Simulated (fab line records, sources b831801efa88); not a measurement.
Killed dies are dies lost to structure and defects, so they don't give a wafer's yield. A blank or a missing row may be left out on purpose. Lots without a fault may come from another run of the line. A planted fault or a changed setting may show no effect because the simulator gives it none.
Problem report in the 8D (eight disciplines) form, filled by code | flow sky130 | the parts of the form that need people (team, actions taken, sign-off) are left out

1. THE PROBLEM
run_length_s at SKY_METAL1_METAL_ETCH_19 reads a mean of 88.0 s on 2 wafers of 1 lot; wafers without a fault read 106.0 s with a standard deviation of 0.33. That is -54 standard deviations from the usual mean.
The step: etches the open film in Cl2/BCl3, stops on SiO2, target depth 360 nm, time 78 s.
First seen on wafer L835.2, day 38 19:36, on rie_metal-02. The record holds 39 wafers of 13 lots with a number at this step. Rule for "out", or "out of limits": more than 4 standard deviations from the usual mean. The other wafers with a number count as sound.

2. WHAT IT IS AND WHAT IT IS NOT
question                    | is                           | is not
which readings at this step | run_length_s, oes_product_au | drypump_motor_current_A, throttle_valve_pct
which lots                  | L835                         | L818, L819, L820, L821, L823, L824, L825, L828, L831, L832, L833, L834
which wafers of those lots  | L835.2, L835.3               | L835.5
read on which tools         | rie_metal-02                 | rie_metal-01, rie_metal-04
when                        | from day 38 19:36            | up to then (37 sound wafers)

3. SUSPECTS, AND WHAT RULES EACH OUT
Counting: a tool at a process step up to the reading stays a suspect if it ran every lot that is out. Sound lots after the first of them don't rule it out here, since some wafers of a struck lot are sound.
- plasma_asher-04 at SKY_LDD_HVN_STRIP_09 (strips in O2/N2): kept. It ran the lot that is out, L835 (day 27 04:43); its last sound lot up to then is L834 (day 26 11:17).
- rie_metal-02 at SKY_METAL1_METAL_ETCH_19 (etches the open film in Cl2/BCl3, stops on SiO2, target depth 360 nm, time 78 s): kept. It ran the lot that is out, L835 (day 38 19:36); its last sound lot up to then is L832 (day 37 03:03). Its own readings are out on those wafers: oes_product_au, run_length_s.
- Within plasma_asher-04 at SKY_LDD_HVN_STRIP_09: the wafers that are out ran in chamber 1; their sound lot-mates ran in chamber 0.
Left after counting: plasma_asher-04 at SKY_LDD_HVN_STRIP_09, rie_metal-02 at SKY_METAL1_METAL_ETCH_19.

4. THE CAUSE (what the simulator had put in)
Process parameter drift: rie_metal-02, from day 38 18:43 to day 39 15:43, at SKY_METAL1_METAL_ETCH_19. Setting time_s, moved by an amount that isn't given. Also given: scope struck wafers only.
Counting left 2 suspects, and this tool is among them.

5. THE CHAIN OF EFFECTS, in route order
Each row: a reading whose mean over the struck wafers that have a number lies more than 3 standard deviations from the usual. Only readings for which the record gives a usual standard deviation are gone through. hours: the time from each lot's start at the first step in this table that gives one to its start at this step, as a median over the lots. sigmas: the change in usual standard deviations.
hours | step                     | reading                  | usual      | on struck wafers | change | sigmas
0     | SKY_METAL1_METAL_ETCH_19 | oes_product_au           | 0.854 a.u. | 1.005            | +0.151 | +27
0     | SKY_METAL1_METAL_ETCH_19 | run_length_s             | 106.0 s    | 88.0             | -18.0  | -54
0     | SKY_METAL1_STRIP_20      | oes_product_au           | 0.343 a.u. | 0.369            | +0.026 | +6.0
0     | SKY_METAL1_STRIP_20      | strip_time_to_endpoint_s | 2.704 s    | 3.290            | +0.586 | +20
The process steps in it:
- SKY_METAL1_METAL_ETCH_19: etches the open film in Cl2/BCl3, stops on SiO2, target depth 360 nm, time 78 s.
- SKY_METAL1_STRIP_20: strips in O2/N2.
Later measuring or inspecting steps at which every struck wafer that the step has a row for has a number for every such reading, and none has moved that far: SKY_VIA2_THK_MEAS_01.

6. WHAT WOULD HAVE CAUGHT IT SOONER
In this record the first reading out of limits was taken at day 38 19:36, 1 hour after the fault began at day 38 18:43.
